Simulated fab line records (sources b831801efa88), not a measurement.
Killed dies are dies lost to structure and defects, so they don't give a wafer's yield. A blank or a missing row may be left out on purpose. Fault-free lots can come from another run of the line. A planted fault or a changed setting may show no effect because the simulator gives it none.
fab line records	flow sky130	part 1 of 2: steps 1 to 32 of 45
record: lots: 5	wafers: 15	last-day: 49
route steps=708 shown POLY_GATE@226 LDD_N@237 LDD_P@255 LDD_HVN@267
lots that met no fault: from a run of the same line without faults
start-h: hours from the record's first day to the start of the lot's first wafer shown	wait-h: how many hours have passed since the lot's step before this one	" same as the row above	L1.1+2: a single row standing in for several wafers	- either no value or no given start	* or withheld: withheld	< > ~ a bound
route shown NAME@n: names a module that has steps shown in the file, with the first one's number in the route	usual: mean/standard deviation of fault-free wafers	same: alike in all rows	chamber/n: place in a boat	sites: readings site by site	_std_site: how widely they spread, as a standard deviation	_edge_site: mean of outer sites minus mean of inner sites	radius-mm: how far each site lies from the wafer's centre	mask NAME#n: copy n	behind: the most recent tool/chamber to have shaped the wafer	hold: reason for holding the lot/hours on hold/outcome of the hold	device: the n, p or np transistor that did not switch	end of line: the route-end tests of the same wafers	a step given without rows: its recipe and nothing more	killed: not the wafer's yield, but the dies lost to structure and defects at the first sort	map: per-die view of a wafer (x killed, . not killed, _ where there is no die)
set.NAME: the setting the step ran with; set.NAME@STEP: the setting that earlier step ran with	model.NAME: the simulator's own value behind a step, which no gauge read
lots at some steps of the route; a table a step, a row a wafer
services: from which hour (start-h, from the record's first day; less than 0 if before it) a tool's chamber was out of use, for how many hours, and why
== steps ==
step: SKY_POLY_GATE_DEVELOP_12
recipe: develop-time-s: 60	resist: KrF-thick	dev-temp-c: 21
lot.wafer	tool	chamber	start-h	wait-h
L076.1+2+4	litho-track-03	0	-	-
L083.2+3+5	litho-track-03	0	-	-
L088.1+3+5	litho-track-03	0	-	-
L089.3+4+6	litho-track-04	0	-	-
L090.2+5+6	litho-track-03	0	-	-
step: SKY_POLY_GATE_CD_MEAS_13
recipe: target-cd-nm: 150
usual: cd-nm: 150.3/1.2
lot.wafer	tool	chamber	start-h	wait-h	cd-nm
L076.1	cd-sem-01	-	384.07	-	149.1
L076.2	"	-	"	"	148.2
L076.4	"	-	"	"	149.8
L083.2	cd-sem-01	-	447.74	-	151.6
L083.3	"	-	"	"	151.2
L083.5	"	-	"	"	149.6
L088.1	cd-sem-02	-	497.97	-	150.6
L088.3	"	-	"	"	150.3
L088.5	"	-	"	"	149.7
L089.3	cd-sem-02	-	506.07	-	149.9
L089.4	"	-	"	"	150.6
L089.6	"	-	"	"	150.8
L090.2	cd-sem-02	-	521.64	-	150.9
L090.5	"	-	"	"	150.3
L090.6	"	-	"	"	149.9
step: SKY_POLY_GATE_OVL_MEAS_14
usual: POLY_GATE_OVL: -4/5.7
lot.wafer	tool	chamber	start-h	wait-h	POLY_GATE_OVL[nm]
L076.1	overlay-01	-	384.19	0.1	0
L076.2	"	-	"	"	-2
L076.4	"	-	"	"	-5
L083.2	overlay-02	-	447.84	0.1	-4
L083.3	"	-	"	"	-2
L083.5	"	-	"	"	1
L088.1	overlay-01	-	498.09	0.1	-2
L088.3	"	-	"	"	-14
L088.5	"	-	"	"	-5
L089.3	overlay-01	-	506.17	0.1	-4
L089.4	"	-	"	"	-2
L089.6	"	-	"	"	-6
L090.2	overlay-01	-	521.74	0.1	-7
L090.5	"	-	"	"	-10
L090.6	"	-	"	"	-10
step: SKY_POLY_GATE_ETCH_15
recipe: chemistry: N2/H2	target: BARC	ion-energy-ev: 200	source-w: 500	bias-w: 100	pressure-mtorr: 30	n2-flow-sccm: 100	h2-flow-sccm: 200	stop-on: SiO2	time-s: 118.5	target-depth-a: 1100
usual: drypump-motor-current-A: 5.7/0.44	oes-product-au: 0.716/0.0052	throttle-valve-pct: 13.211/0.0085
lot.wafer	tool	chamber	start-h	wait-h	drypump-motor-current-A	oes-product-au	rf-hours-counter-h	throttle-valve-pct
L076.1	rie-diel-03	1	384.23	0.0	5.6	0.713	2	13.208
L076.2	"	0	"	"	5.0	0.716	16	13.196
L076.4	"	0	"	"	5.0	0.716	-	13.218
L083.2	rie-diel-02	1	447.87	0.0	5.7	0.719	88	13.206
L083.3	"	0	"	"	6.1	0.710	2	13.214
L083.5	"	3	"	"	5.9	0.719	-	13.213
L088.1	rie-diel-01	0	498.12	0.0	4.9	0.709	48	13.217
L088.3	"	2	"	"	5.5	0.712	7	13.200
L088.5	"	1	"	"	5.9	0.721	-	13.221
L089.3	rie-diel-01	2	506.19	0.0	5.5	0.713	8	13.216
L089.4	"	0	"	"	4.9	0.716	48	13.223
L089.6	"	3	"	"	6.5	0.727	-	13.217
L090.2	rie-diel-03	2	521.77	0.0	5.8	0.714	5	13.204
L090.5	"	1	"	"	5.6	0.715	-	13.211
L090.6	"	0	"	"	5.0	0.709	-	13.205
step: SKY_POLY_GATE_ETCH_16
recipe: stop-on: poly-Si	chemistry: CH3F/O2	target: Si3N4	source-w: 400	bias-w: 80	pressure-mtorr: 25	ch3f-flow-sccm: 40	O2_flow_sccm: 30	time-s: 147.5	target-depth-a: 750
usual: drypump-motor-current-A: 5.7/0.45	oes-product-au: 0.641/0.0052	throttle-valve-pct: 10.536/0.0091
lot.wafer	tool	chamber	start-h	wait-h	drypump-motor-current-A	oes-product-au	rf-hours-counter-h	throttle-valve-pct
L076.1	rie-diel-03	1	384.31	0.0	5.6	0.637	2	10.527
L076.2	"	0	"	"	4.9	0.641	17	10.550
L076.4	"	0	"	"	5.0	0.645	-	10.535
L083.2	rie-diel-02	1	447.96	0.0	5.7	0.642	88	10.534
L083.3	"	0	"	"	6.0	0.645	2	10.542
L083.5	"	3	"	"	5.9	0.640	-	10.536
L088.1	rie-diel-01	0	498.21	0.0	4.9	0.645	48	10.545
L088.3	"	2	"	"	5.5	0.641	7	10.531
L088.5	"	1	"	"	6.0	0.648	-	10.536
L089.3	rie-diel-01	2	506.27	0.0	5.5	0.645	8	10.547
L089.4	"	0	"	"	4.9	0.632	48	10.514
L089.6	"	3	"	"	6.6	0.646	-	10.546
L090.2	rie-diel-03	2	521.86	0.0	5.7	0.639	6	10.542
L090.5	"	1	"	"	5.6	0.638	-	10.541
L090.6	"	0	"	"	5.0	0.636	-	10.540
step: SKY_POLY_GATE_ETCH_17
recipe: target-depth-nm: 180	stop-on: SiO2	over-etch-frac: 0.56667	chemistry: HBr/Cl2	target: poly-Si	icp-w: 400	bias-w: 100	pressure-mtorr: 10	HBr_flow_sccm: 150	Cl2_flow_sccm: 50	time-s: 70.5
usual: drypump-motor-current-A: 6.1/0.44	oes-product-au: 0.984/0.0086	throttle-valve-pct: 33.683/0.0086
lot.wafer	tool	chamber	start-h	wait-h	drypump-motor-current-A	oes-product-au	rf-hours-counter-h	throttle-valve-pct
L076.1	rie-si-01	3	384.41	0.0	6.1	0.989	2	33.701
L076.2	"	2	"	"	6.6	0.995	2	33.697
L076.4	"	0	"	"	5.7	0.972	17	33.672
L083.2	rie-si-02	2	448.06	0.0	6.8	0.990	1	33.687
L083.3	"	1	"	"	5.7	0.986	21	33.678
L083.5	"	2	"	"	6.8	0.993	-	33.679
L088.1	rie-si-01	2	498.31	0.0	6.6	0.988	3	33.683
L088.3	"	3	"	"	6.2	0.994	3	33.686
L088.5	"	2	"	"	6.6	0.987	-	33.687
L089.3	rie-si-02	3	506.37	0.0	6.0	0.980	4	33.687
L089.4	"	0	"	"	5.6	0.982	28	33.678
L089.6	"	2	"	"	6.8	0.985	-	33.689
L090.2	rie-si-01	0	521.96	0.0	5.7	0.975	18	33.688
L090.5	"	3	"	"	6.2	0.997	-	33.679
L090.6	"	0	"	"	5.7	0.981	-	33.679
step: SKY_POLY_GATE_STRIP_18
recipe: chemistry: O2/N2	power-w: 1400	pressure-mtorr: 1500	platen-temp-c: withheld	o2-flow-sccm: 3000	n2-flow-sccm: 300	overash-fraction: 0.5
usual: drypump-motor-current-A: 5.4/0.35	oes-product-au: 0.361/0.0051	strip-time-to-endpoint-s: 3.16/0.043
lot.wafer	tool	chamber	start-h	wait-h	drypump-motor-current-A	oes-product-au	rf-hours-counter-h	strip-time-to-endpoint-s
L076.1	plasma-asher-01	0	384.46	0.0	5.1	0.359	70	3.12
L076.2	"	1	"	"	5.5	0.364	70	3.16
L076.4	"	0	"	"	5.1	0.365	-	3.22
L083.2	plasma-asher-01	0	448.11	0.0	5.1	0.360	76	3.15
L083.3	"	0	"	"	5.1	0.359	-	3.18
L083.5	"	1	"	"	5.4	0.358	-	3.16
L088.1	plasma-asher-01	0	498.36	0.0	5.1	0.361	81	3.15
L088.3	"	1	"	"	5.4	0.365	-	3.13
L088.5	"	1	"	"	5.5	0.363	-	3.21
L089.3	plasma-asher-02	0	506.46	0.1	5.7	0.361	-	3.12
L089.4	"	1	"	"	5.8	0.362	-	3.15
L089.6	"	0	"	"	5.7	0.356	-	3.17
L090.2	plasma-asher-03	1	522.01	0.0	4.9	0.361	39	3.18
L090.5	"	0	"	"	5.3	0.366	-	3.10
L090.6	"	1	"	"	4.9	0.365	-	3.21
step: SKY_POLY_GATE_CLEAN_19
recipe: chemistry: SC1/SC2	mix: 1:4:20	temp-c: 70	time-s: 150	dry: n2-spin
lot.wafer	tool	chamber	start-h	wait-h
L076.1+2+4	wet-bench-01	2	384.56	0.1
L083.2+3+5	wet-bench-01	1	448.21	0.1
L088.1+3+5	wet-bench-04	2	498.46	0.1
L089.3+4+6	wet-bench-01	1	506.53	0.0
L090.2+5+6	wet-bench-01	2	522.11	0.1
step: SKY_POLY_GATE_OXIDATION_20
recipe: temp-c: 850	ambient: O2	stabilise-s: 600	purge-s: 300	target-thk-a: 40	ox-time-s: 899
usual: zone-power-upper-pct: 15.45/0.29
lot.wafer	tool	chamber	start-h	wait-h	zone-power-upper-pct
L076.1	furnace-02	0	384.66	0.0	15.14
L076.2	"	0	"	"	15.40
L076.4	"	0	"	"	15.06
L083.2	furnace-02	0	450.20	1.9	15.19
L083.3	"	0	"	"	15.24
L083.5	"	0	"	"	15.42
L088.1	furnace-02	0	498.52	0.0	15.38
L088.3	"	0	"	"	15.22
L088.5	"	0	"	"	15.58
L089.3	furnace-01	0	506.58	0.0	15.88
L089.4	"	0	"	"	15.47
L089.6	"	0	"	"	16.09
L090.2	furnace-02	0	523.28	1.1	15.31
L090.5	"	0	"	"	15.24
L090.6	"	0	"	"	15.23
step: SKY_POLY_GATE_THK_MEAS_21
recipe: reads: SiO2_of_POLY_GATE_OXIDATION_20
usual: POLY_GATE_OXIDATION_THK: 3.96/0.082
lot.wafer	tool	chamber	start-h	wait-h	POLY_GATE_OXIDATION_THK[nm]
L076.1	film-metro-01	-	385.91	0.0	4.08
L076.2	"	-	"	"	3.99
L076.4	"	-	"	"	4.10
L083.2	film-metro-01	-	451.46	0.0	3.90
L083.3	"	-	"	"	3.92
L083.5	"	-	"	"	3.92
L088.1	film-metro-02	-	499.77	0.0	3.96
L088.3	"	-	"	"	3.88
L088.5	"	-	"	"	3.93
L089.3	film-metro-01	-	507.85	0.0	3.90
L089.4	"	-	"	"	3.94
L089.6	"	-	"	"	3.92
L090.2	film-metro-02	-	524.54	0.0	3.99
L090.5	"	-	"	"	3.99
L090.6	"	-	"	"	4.03
step: SKY_POLY_GATE_CD_MEAS_22
usual: cd-nm: 149.9/2.2
lot.wafer	tool	chamber	start-h	wait-h	cd-nm
L076.1	cd-sem-01	-	385.97	0.1	148.0
L076.2	"	-	"	"	151.0
L076.4	"	-	"	"	150.1
L083.2	cd-sem-02	-	451.54	0.1	150.9
L083.3	"	-	"	"	150.8
L083.5	"	-	"	"	148.4
L088.1	cd-sem-01	-	499.83	0.1	148.7
L088.3	"	-	"	"	153.7
L088.5	"	-	"	"	152.2
L089.3	cd-sem-01	-	507.94	0.1	151.5
L089.4	"	-	"	"	147.5
L089.6	"	-	"	"	151.6
L090.2	cd-sem-01	-	524.62	0.1	155.9
L090.5	"	-	"	"	151.8
L090.6	"	-	"	"	151.8
step: SKY_LDD_N_DEHYDRATE_00
recipe: temp-c: 200	time-s: 60
lot.wafer	tool	chamber	start-h	wait-h
L076.1+2+4	litho-track-03	0	399.72	13.7
L083.2+3+5	litho-track-01	0	466.43	14.9
L088.1+3+5	litho-track-03	0	514.57	14.7
L089.3+4+6	litho-track-02	0	522.76	14.8
L090.2+5+6	litho-track-03	0	538.69	14.0
step: SKY_LDD_N_HMDS_01
recipe: prime-time-s: 60	prime-temp-c: 120
lot.wafer	tool	chamber	start-h	wait-h
L076.1+2+4	litho-track-03	0	399.87	0.1
L083.2+3+5	litho-track-01	0	466.58	0.1
L088.1+3+5	litho-track-03	0	514.72	0.1
L089.3+4+6	litho-track-02	0	522.91	0.1
L090.2+5+6	litho-track-03	0	538.84	0.1
step: SKY_LDD_N_COAT_02
recipe: resist: NOVOLAK	spin-rpm: 3000	resist-thk-nm: 300
lot.wafer	tool	chamber	start-h	wait-h
L076.1+2+4	litho-track-03	0	400.02	0.1
L083.2+3+5	litho-track-01	0	466.73	0.1
L088.1+3+5	litho-track-03	0	514.87	0.1
L089.3+4+6	litho-track-02	0	523.06	0.1
L090.2+5+6	litho-track-03	0	538.99	0.1
step: SKY_LDD_N_SOFTBAKE_03
recipe: temp-c: 90	time-s: 60	resist: NOVOLAK
lot.wafer	tool	chamber	start-h	wait-h
L076.1+2+4	litho-track-03	0	400.17	0.1
L083.2+3+5	litho-track-01	0	466.88	0.1
L088.1+3+5	litho-track-03	0	515.02	0.1
L089.3+4+6	litho-track-02	0	523.21	0.1
L090.2+5+6	litho-track-03	0	539.14	0.1
step: SKY_LDD_N_EXPOSE_04
recipe: mask-id: NTM	target-cd-nm: 840	na: 0.6	source-shape: conventional	sigma-outer: 0.6	dose-mj: 110
usual: reticle-temp-C: 22.99/0.12	stage-vel-mm-s: 500.01/0.25
lot.wafer	tool	chamber	start-h	wait-h	mask	reticle-temp-C	stage-vel-mm-s
L076.1	iline-stepper-01	0	-	-	NTM#0	22.94	500.46
L076.2	"	0	"	"	NTM#0	22.97	500.35
L076.4	"	0	"	"	NTM#0	22.95	500.25
L083.2	iline-stepper-01	0	-	-	NTM#0	23.01	500.03
L083.3	"	0	"	"	NTM#0	22.83	500.14
L083.5	"	0	"	"	NTM#0	23.10	500.21
L088.1	iline-stepper-01	0	-	-	NTM#0	22.86	499.83
L088.3	"	0	"	"	NTM#0	22.91	499.70
L088.5	"	0	"	"	NTM#0	22.82	500.03
L089.3	iline-stepper-01	0	-	-	NTM#0	23.06	500.12
L089.4	"	0	"	"	NTM#0	22.87	500.04
L089.6	"	0	"	"	NTM#0	23.00	500.34
L090.2	iline-stepper-01	0	-	-	NTM#0	23.08	499.89
L090.5	"	0	"	"	NTM#0	23.07	499.88
L090.6	"	0	"	"	NTM#0	22.95	499.88
step: SKY_LDD_N_PEB_05
recipe: temp-c: withheld	time-s: *	resist: NOVOLAK
lot.wafer	tool	chamber	start-h	wait-h
L076.1+2+4	litho-track-03	0	-	-
L083.2+3+5	litho-track-01	0	-	-
L088.1+3+5	litho-track-01	0	-	-
L089.3+4+6	litho-track-03	0	-	-
L090.2+5+6	litho-track-01	0	-	-
step: SKY_LDD_N_DEVELOP_06
recipe: develop-time-s: 60	dev-temp-c: 23
lot.wafer	tool	chamber	start-h	wait-h
L076.1+2+4	litho-track-03	0	414.37	0.1
L083.2+3+5	litho-track-01	0	481.68	0.1
L088.1+3+5	litho-track-01	0	530.21	0.1
L089.3+4+6	litho-track-03	0	537.47	0.1
L090.2+5+6	litho-track-01	0	554.43	0.1
step: SKY_LDD_N_OVL_MEAS_07
usual: LDD_N_OVL: -1.0/1.3
lot.wafer	tool	chamber	start-h	wait-h	LDD_N_OVL[nm]
L076.1	overlay-02	-	414.52	0.1	-0.8
L076.2	"	-	"	"	-1.7
L076.4	"	-	"	"	0.3
L083.2	overlay-01	-	481.81	0.1	0.4
L083.3	"	-	"	"	0.5
L083.5	"	-	"	"	-0.5
L088.1	overlay-01	-	530.36	0.1	-1.0
L088.3	"	-	"	"	-0.8
L088.5	"	-	"	"	0.3
L089.3	overlay-01	-	537.58	0.1	-1.5
L089.4	"	-	"	"	0.0
L089.6	"	-	"	"	-0.5
L090.2	overlay-01	-	554.56	0.1	0.1
L090.5	"	-	"	"	0.4
L090.6	"	-	"	"	-0.8
step: SKY_LDD_N_IMPLANT_08
recipe: species: As	energy-kev: 20	dose-cm2: 7.5e+13	tilt-deg: withheld	rotation-deg: 23
lot.wafer	tool	chamber	start-h	wait-h
L076.1+2+4	implanter-02	0	414.55	0.0
L083.2+3+5	implanter-04	0	481.87	0.0
L088.1+3+5	implanter-01	0	530.39	0.0
L089.3+4+6	implanter-01	0	537.65	0.1
L090.2+5+6	implanter-02	0	554.62	0.0
step: SKY_LDD_N_IMPLANT_09
recipe: species: As	energy-kev: 20	dose-cm2: 7.5e+13	tilt-deg: withheld	rotation-deg: 113
lot.wafer	tool	chamber	start-h	wait-h
L076.1+2+4	implanter-02	0	414.70	0.1
L083.2+3+5	implanter-04	0	482.02	0.1
L088.1+3+5	implanter-01	0	530.54	0.1
L089.3+4+6	implanter-01	0	537.80	0.1
L090.2+5+6	implanter-02	0	554.77	0.1
step: SKY_LDD_N_IMPLANT_10
recipe: species: As	energy-kev: 20	dose-cm2: 7.5e+13	tilt-deg: withheld	rotation-deg: 203
lot.wafer	tool	chamber	start-h	wait-h
L076.1+2+4	implanter-02	0	414.85	0.1
L083.2+3+5	implanter-04	0	482.17	0.1
L088.1+3+5	implanter-01	0	530.69	0.1
L089.3+4+6	implanter-01	0	537.95	0.1
L090.2+5+6	implanter-02	0	554.92	0.1
step: SKY_LDD_N_IMPLANT_11
recipe: species: As	energy-kev: 20	dose-cm2: 7.5e+13	tilt-deg: withheld	rotation-deg: 293
lot.wafer	tool	chamber	start-h	wait-h
L076.1+2+4	implanter-02	0	415.00	0.1
L083.2+3+5	implanter-04	0	482.32	0.1
L088.1+3+5	implanter-01	0	530.84	0.1
L089.3+4+6	implanter-01	0	538.10	0.1
L090.2+5+6	implanter-02	0	555.07	0.1
step: SKY_LDD_N_IMPLANT_12
recipe: species: BF2	energy-kev: 50	dose-cm2: 5e+12	tilt-deg: 30	rotation-deg: 0
lot.wafer	tool	chamber	start-h	wait-h
L076.1+2+4	implanter-02	0	415.15	0.1
L083.2+3+5	implanter-04	0	482.47	0.1
L088.1+3+5	implanter-01	0	530.99	0.1
L089.3+4+6	implanter-01	0	538.25	0.1
L090.2+5+6	implanter-02	0	555.22	0.1
step: SKY_LDD_N_IMPLANT_13
recipe: species: BF2	energy-kev: 50	dose-cm2: 5e+12	tilt-deg: 30	rotation-deg: 90
lot.wafer	tool	chamber	start-h	wait-h
L076.1+2+4	implanter-02	0	415.30	0.1
L083.2+3+5	implanter-04	0	482.62	0.1
L088.1+3+5	implanter-01	0	531.14	0.1
L089.3+4+6	implanter-01	0	538.40	0.1
L090.2+5+6	implanter-02	0	555.37	0.1
step: SKY_LDD_N_IMPLANT_14
recipe: species: BF2	energy-kev: 50	dose-cm2: 5e+12	tilt-deg: 30	rotation-deg: 180
lot.wafer	tool	chamber	start-h	wait-h
L076.1+2+4	implanter-02	0	415.45	0.1
L083.2+3+5	implanter-04	0	482.77	0.1
L088.1+3+5	implanter-01	0	531.29	0.1
L089.3+4+6	implanter-01	0	538.55	0.1
L090.2+5+6	implanter-02	0	555.52	0.1
step: SKY_LDD_N_IMPLANT_15
recipe: species: BF2	energy-kev: 50	dose-cm2: 5e+12	tilt-deg: 30	rotation-deg: 270
lot.wafer	tool	chamber	start-h	wait-h
L076.1+2+4	implanter-02	0	415.60	0.1
L083.2+3+5	implanter-04	0	482.92	0.1
L088.1+3+5	implanter-01	0	531.44	0.1
L089.3+4+6	implanter-01	0	538.70	0.1
L090.2+5+6	implanter-02	0	555.67	0.1
step: SKY_LDD_N_STRIP_16
recipe: chemistry: O2/N2	power-w: 1400	pressure-mtorr: 1500	platen-temp-c: withheld	o2-flow-sccm: 3000	n2-flow-sccm: 300	overash-fraction: 0.5
usual: drypump-motor-current-A: 5.6/0.49	oes-product-au: 0.406/0.0048	strip-time-to-endpoint-s: 4.314/0.014
lot.wafer	tool	chamber	start-h	wait-h	drypump-motor-current-A	oes-product-au	rf-hours-counter-h	strip-time-to-endpoint-s
L076.1	plasma-asher-03	0	415.75	0.1	5.3	0.412	29	4.314
L076.2	"	1	"	"	4.9	0.414	29	4.317
L076.4	"	1	"	"	4.9	0.404	-	4.307
L083.2	plasma-asher-01	1	483.04	0.1	5.4	0.407	80	4.348
L083.3	"	0	"	"	5.1	0.404	-	4.295
L083.5	"	0	"	"	5.1	0.409	-	4.323
L088.1	plasma-asher-04	0	531.59	0.1	5.9	0.403	10	4.309
L088.3	"	0	"	"	5.9	0.404	-	4.328
L088.5	"	0	"	"	5.9	0.407	-	4.300
L089.3	plasma-asher-03	1	538.84	0.1	4.8	0.401	-	4.315
L089.4	"	0	"	"	5.3	0.412	-	4.315
L089.6	"	0	"	"	5.3	0.406	-	4.320
L090.2	plasma-asher-04	0	555.79	0.1	5.8	0.397	12	4.319
L090.5	"	0	"	"	5.9	0.401	-	4.306
L090.6	"	1	"	"	6.2	0.400	-	4.323
step: SKY_LDD_N_TW_MEAS_17
usual: LDD_N_TW: 2582/22
lot.wafer	tool	chamber	start-h	wait-h	LDD_N_TW
L076.1	film-metro-03	-	415.85	0.1	2596
L076.2	"	-	"	"	2592
L076.4	"	-	"	"	2601
L083.2	film-metro-01	-	483.15	0.1	2615
L083.3	"	-	"	"	2620
L083.5	"	-	"	"	2612
L088.1	film-metro-01	-	531.69	0.1	2585
L088.3	"	-	"	"	2584
L088.5	"	-	"	"	2609
L089.3	film-metro-03	-	538.92	0.1	2582
L089.4	"	-	"	"	2582
L089.6	"	-	"	"	2571
L090.2	film-metro-03	-	555.90	0.1	2590
L090.5	"	-	"	"	2586
L090.6	"	-	"	"	2589
step: SKY_LDD_P_DEHYDRATE_00
recipe: temp-c: 200	time-s: 60
lot.wafer	tool	chamber	start-h	wait-h
L076.1+2+4	litho-track-03	0	430.62	14.8
L083.2+3+5	litho-track-01	0	497.88	14.7
L088.1+3+5	litho-track-01	0	546.46	14.8
L089.3+4+6	litho-track-03	0	553.82	14.9
L090.2+5+6	litho-track-03	0	570.09	14.2
step: SKY_LDD_P_HMDS_01
recipe: prime-time-s: 60	prime-temp-c: 120
lot.wafer	tool	chamber	start-h	wait-h
L076.1+2+4	litho-track-03	0	430.77	0.1
L083.2+3+5	litho-track-01	0	498.03	0.1
L088.1+3+5	litho-track-01	0	546.61	0.1
L089.3+4+6	litho-track-03	0	553.97	0.1
L090.2+5+6	litho-track-03	0	570.24	0.1
step: SKY_LDD_P_COAT_02
recipe: resist: NOVOLAK	spin-rpm: 3000	resist-thk-nm: 1140
lot.wafer	tool	chamber	start-h	wait-h
L076.1+2+4	litho-track-03	0	430.92	0.1
L083.2+3+5	litho-track-01	0	498.18	0.1
L088.1+3+5	litho-track-01	0	546.76	0.1
L089.3+4+6	litho-track-03	0	554.12	0.1
L090.2+5+6	litho-track-03	0	570.39	0.1
